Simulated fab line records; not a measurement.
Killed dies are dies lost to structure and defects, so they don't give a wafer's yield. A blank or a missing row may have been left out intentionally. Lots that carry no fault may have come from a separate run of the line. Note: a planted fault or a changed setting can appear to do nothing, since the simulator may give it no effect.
Which tool is to blame? ; flow sky130 ; Sampling: 24 lots, 72 wafers, 5 of 708 route steps

## WHAT THE GAUGES READ, wafer by wafer
SKY_METAL1_THK_MEAS_06: measures by xrf. Usual: METAL1_ALCU_THK gives 249.9 nm (standard deviation 3).
lot;measured;on;METAL1_ALCU_THK (nm);flag
L074;day 32 12:06;filmMetro-03;248.3 245.1 245.1;
L075;day 32 22:38;filmMetro-01;249.3 243.0 245.4;
L076;day 33 01:48;filmMetro-02;249.6 247.2 252.1;
L077;day 33 15:21;filmMetro-01;253.7 256.4 253.0;
L078;day 34 00:18;filmMetro-03;250.8 247.8 249.9;
L079;day 34 00:29;filmMetro-01;250.8 249.2 251.7;
L080;day 34 07:41;filmMetro-02;250.3 253.0 254.4;
L081;day 34 23:32;filmMetro-02;254.0 250.4 251.1;
L082;day 35 05:05;filmMetro-02;250.8 252.5 250.0;
L083;day 35 14:03;filmMetro-03;249.0 248.4 247.5;
L084;day 35 18:30;filmMetro-01;256.9 257.6 257.3;
L085;day 36 04:35;filmMetro-01;249.4 249.3 245.8;
L086;day 36 05:36;filmMetro-02;252.1 252.4 252.7;
L087;day 36 14:50;filmMetro-01;251.3 252.6 250.4;
L088;day 37 02:25;filmMetro-01;249.8 250.3 250.2;
L089;day 37 08:18;filmMetro-02;249.0 248.1 250.4;
L090;day 37 22:35;filmMetro-01;251.5 253.9 250.3;
L091;day 38 02:34;filmMetro-02;247.4 248.3 247.7;
L092;day 38 04:10;filmMetro-01;249.7 252.9 250.5;
L093;day 38 09:38;filmMetro-02;250.1 248.7 250.3;
L094;day 38 19:08;filmMetro-03;243.3 243.0 244.8;
L095;day 39 05:32;filmMetro-01;246.7 243.4 247.4;
L096;day 39 06:13;filmMetro-02;251.5 252.6 246.2;
L097;day 39 09:40;filmMetro-03;250.5 251.4 247.7;

SKY_VIA3_THK_MEAS_23: measures by xrf. Usual: VIA3_W_THK gives 403 nm (standard deviation 7.6).
lot;measured;on;VIA3_W_THK (nm);flag
L074;day 40 16:54;filmMetro-04;406 417 413;
L075;day 41 03:31;filmMetro-03;403 403 396;
L076;day 41 02:49;filmMetro-01;405 395 404;
L077;day 41 17:01;filmMetro-03;399 393 395;
L078;day 41 23:25;filmMetro-04;407 416 416;
L079;day 42 01:59;filmMetro-04;408 412 404;
L080;day 42 06:15;filmMetro-03;394 393 388;
L081;day 42 21:33;filmMetro-04;404 402 405;
L082;day 43 02:11;filmMetro-04;421 409 408;
L083;day 43 08:32;filmMetro-03;403 403 406;
L084;day 43 15:46;filmMetro-04;401 399 400;
L085;day 43 22:03;filmMetro-01;399 398 395;
L086;day 43 22:23;filmMetro-04;400 399 400;
L087;day 44 08:46;filmMetro-04;402 403 402;
L088;day 44 18:08;filmMetro-01;398 394 407;
L089;day 44 23:04;filmMetro-04;405 409 411;
L090;day 45 09:49;filmMetro-03;397 390 395;
L091;day 45 15:47;filmMetro-04;397 406 400;
L092;day 45 17:06;filmMetro-04;413 405 410;
L093;day 45 20:12;filmMetro-04;407 395 396;
L094;day 46 03:10;filmMetro-04;401 409 394;
L095;day 46 11:58;filmMetro-03;390 395 391;
L096;day 46 12:32;filmMetro-04;400 408 401;
L097;day 46 16:44;filmMetro-03;392 390 396;

SKY_CAP2M_OVL_MEAS_12. Usual: CAP2M_OVL gives 0.8 nm (standard deviation 1.3).
lot;measured;on;CAP2M_OVL (nm);flag
L074;day 41 18:24;overlay-01;-0.2 1.3 -0.2;
L075;day 42 04:37;overlay-02;-0.1 0.9 2.2;
L076;day 42 03:33;overlay-02;0.7 -0.6 0.4;
L077;day 42 18:04;overlay-01;0.7 2.6 0.7;
L078;day 43 00:13;overlay-02;-0.1 0.0 -0.1;
L079;day 43 01:43;overlay-02;-0.3 1.2 -1.1;
L080;day 43 07:05;overlay-01;0.2 1.2 0.6;
L081;day 43 21:44;overlay-02;3.8 0.8 2.2;
L082;day 44 02:18;overlay-02;0.6 -0.2 -1.3;
L083;day 44 08:31;overlay-01;3.8 2.3 3.3;
L084;day 44 15:07;overlay-02;-0.2 0.7 3.1;
L085;day 44 20:46;overlay-01;-0.7 1.0 -0.7;
L086;day 44 21:22;overlay-01;1.8 1.4 3.4;
L087;day 45 08:27;overlay-01;4.1 2.3 1.7;
L088;day 45 17:01;overlay-02;1.3 -0.1 -0.9;
L089;day 45 22:12;overlay-02;0.6 -0.1 2.0;
L090;day 46 08:21;overlay-01;3.3 1.9 2.5;
L091;day 46 14:24;overlay-02;-0.6 -0.9 0.3;
L092;day 46 14:47;overlay-01;1.4 1.6 0.8;
L093;day 46 18:24;overlay-01;0.3 2.0 0.2;
L094;day 47 01:06;overlay-02;-0.4 0.1 0.4;
L095;day 47 08:57;overlay-02;-0.4 0.2 -0.9;
L096;day 47 09:55;overlay-02;1.2 2.9 -0.1;
L097;day 47 14:09;overlay-01;-1.7 0.4 0.6;

## WHICH TOOL RAN EACH LOT (tool, then ch and the chambers of the sampled wafers, then the start)
lot;SKY_GATE_OXIDE_STRIP_13;SKY_POLY_GATE_ETCH_17
L074;plasmaAsher-01 ch 1, day 14 04:57;rieSi-02 ch 0,2, day 16 21:29
L075;plasmaAsher-04 ch 0,1, day 14 14:22;rieSi-01 ch 0,1,2, day 17 12:11
L076;plasmaAsher-04 ch 0, day 14 23:39;rieSi-01 ch 0,1,2, day 17 15:33
L077;plasmaAsher-04 ch 0,1, day 15 06:26;rieSi-02 ch 1,2,3, day 17 22:56
L078;plasmaAsher-03 ch 1, day 15 18:31;rieSi-01 ch 1,2, day 18 10:33
L079;plasmaAsher-04 ch 0,1, day 16 00:48;rieSi-01 ch 1,2, day 18 15:24
L080;plasmaAsher-04 ch 0,1, day 16 05:34;rieSi-02 ch 1,2, day 18 23:39
L081;plasmaAsher-04 ch 0,1, day 16 17:29;rieSi-02 ch 2,3, day 19 16:03
L082;plasmaAsher-01 ch 0,1, day 17 03:29;rieSi-02 ch 0,1,2, day 19 23:44
L083;plasmaAsher-03 ch 0,1, day 17 08:23;rieSi-02 ch 1,2,3, day 20 03:26
L084;plasmaAsher-01 ch 0,1, day 17 15:57;rieSi-01 ch 0,1,3, day 20 12:59
L085;plasmaAsher-03 ch 0,1, day 18 04:26;rieSi-02 ch 0,1,3, day 21 02:38
L086;plasmaAsher-03 ch 1, day 18 08:29;rieSi-01 ch 0,1,3, day 21 05:48
L087;plasmaAsher-03 ch 0,1, day 18 20:11;rieSi-02 ch 0,3, day 21 16:35
L088;plasmaAsher-03 ch 0,1, day 19 08:26;rieSi-01 ch 1,2,3, day 22 03:23
L089;plasmaAsher-01 ch 0,1, day 19 15:11;rieSi-02 ch 0,2,3, day 22 10:11
L090;plasmaAsher-03 ch 0,1, day 20 01:37;rieSi-01 ch 0,1,2, day 23 02:16
L091;plasmaAsher-04 ch 0,1, day 20 05:15;rieSi-02 ch 0,1,2, day 23 04:20
L092;plasmaAsher-03 ch 0,1, day 20 10:20;rieSi-01 ch 2,3, day 23 08:02
L093;plasmaAsher-04 ch 0,1, day 20 18:20;rieSi-02 ch 1,3, day 23 13:15
L094;plasmaAsher-01 ch 0,1, day 21 09:26;rieSi-01 ch 0,1,2, day 24 04:35
L095;plasmaAsher-04 ch 0,1, day 21 20:25;rieSi-02 ch 0,2, day 24 15:24
L096;plasmaAsher-01 ch 0,1, day 21 22:59;rieSi-01 ch 0,1, day 24 17:33
L097;plasmaAsher-03 ch 0,1, day 22 02:03;rieSi-02 ch 0,2, day 24 20:30
- SKY_GATE_OXIDE_STRIP_13: strips in O2/N2.
- SKY_POLY_GATE_ETCH_17: etches poly-Si in HBr/Cl2, stops on SiO2, target depth 180 nm, time 70.5 s.

## WHAT THE TOOLS THEMSELVES READ (means of the sampled wafers that have a number; where no wafer has one, the mark that the record gives instead)
SKY_GATE_OXIDE_STRIP_13. Usual: drypumpMotorCurrentA 5.6 A, standard deviation 0.38; oesProductAu 0.716 a.u., standard deviation 0.0046; stripTimeToEndpointS 14.18 s, standard deviation 0.043.
lot;tool;drypumpMotorCurrentA (A);oesProductAu (a.u.);stripTimeToEndpointS (s);flag
L074;plasmaAsher-01;5.8;0.716;14.22;
L075;plasmaAsher-04;5.8;0.718;14.13;
L076;plasmaAsher-04;5.6;0.715;14.18;
L077;plasmaAsher-04;5.8;0.718;14.17;
L078;plasmaAsher-03;5.2;0.714;14.12;
L079;plasmaAsher-04;5.8;0.720;14.20;
L080;plasmaAsher-04;5.8;0.717;14.20;
L081;plasmaAsher-04;5.8;0.714;14.14;
L082;plasmaAsher-01;5.6;0.719;14.16;
L083;plasmaAsher-03;5.2;0.716;14.13;
L084;plasmaAsher-01;5.5;0.716;14.12;
L085;plasmaAsher-03;5.2;0.717;14.23;
L086;plasmaAsher-03;5.2;0.714;14.14;
L087;plasmaAsher-03;5.2;0.719;14.15;
L088;plasmaAsher-03;5.3;0.713;14.23;
L089;plasmaAsher-01;5.4;0.716;14.20;
L090;plasmaAsher-03;5.2;0.718;14.20;
L091;plasmaAsher-04;6.0;0.716;14.23;
L092;plasmaAsher-03;5.3;0.714;14.20;
L093;plasmaAsher-04;5.8;0.714;14.19;
L094;plasmaAsher-01;5.6;0.716;14.19;
L095;plasmaAsher-04;6.0;0.718;14.22;
L096;plasmaAsher-01;5.6;0.712;14.14;
L097;plasmaAsher-03;5.2;0.713;14.25;

SKY_POLY_GATE_ETCH_17. Usual: HBr_flow_sccm 150.0 sccm, standard deviation 0.43; drypumpMotorCurrentA 5.8 A, standard deviation 0.48; oesProductAu 0.983 a.u., standard deviation 0.0075; throttleValvePct 33.685 %, standard deviation 0.0092.
lot;tool;HBr_flow_sccm (sccm);drypumpMotorCurrentA (A);oesProductAu (a.u.);throttleValvePct (%);flag
L074;rieSi-02;150.1;6.1;0.980;33.668;
L075;rieSi-01;149.9;6.2;0.988;33.683;
L076;rieSi-01;149.8;6.2;0.983;33.679;
L077;rieSi-02;150.6;5.5;0.981;33.684;
L078;rieSi-01;149.5;6.1;0.975;33.691;
L079;rieSi-01;150.2;6.1;0.988;33.691;
L080;rieSi-02;149.7;5.4;0.971;33.677;
L081;rieSi-02;150.2;5.7;0.980;33.693;
L082;rieSi-02;150.2;5.7;0.981;33.673;
L083;rieSi-02;150.0;5.5;0.990;33.688;
L084;rieSi-01;149.8;5.9;0.986;33.686;
L085;rieSi-02;150.4;5.5;0.982;33.691;
L086;rieSi-01;149.9;5.9;0.983;33.686;
L087;rieSi-02;149.9;5.8;0.976;33.686;
L088;rieSi-01;150.0;6.1;0.989;33.690;
L089;rieSi-02;149.9;5.9;0.977;33.679;
L090;rieSi-01;150.0;6.2;0.979;33.683;
L091;rieSi-02;149.9;5.7;0.986;33.686;
L092;rieSi-01;150.0;6.3;0.994;33.686;
L093;rieSi-02;150.2;5.3;0.988;33.681;
L094;rieSi-01;149.5;6.2;0.986;33.692;
L095;rieSi-02;149.9;6.1;0.980;33.675;
L096;rieSi-01;150.2;6.0;0.983;33.689;
L097;rieSi-02;149.8;6.1;0.974;33.683;

## THE ANSWER, worked out from the rows above alone
Rule: take the mean of a lot's wafers that have a number; if it is more than 3 standard deviations from the usual mean, the lot is off. Also off: a lot with no number at a reading for which 4 or more lots have one. The other lots that the step has rows for count as sound. The gauges are gone through in route order, then the tools' own readings, and for those a lot's mean is taken as printed above. At the first step where some lot is off, the reading lying furthest off is the one used; lots without a number count as furthest.
No lot is off on any of the readings shown, so nothing can be concluded from this.

## WHAT THE SIMULATOR PUT IN
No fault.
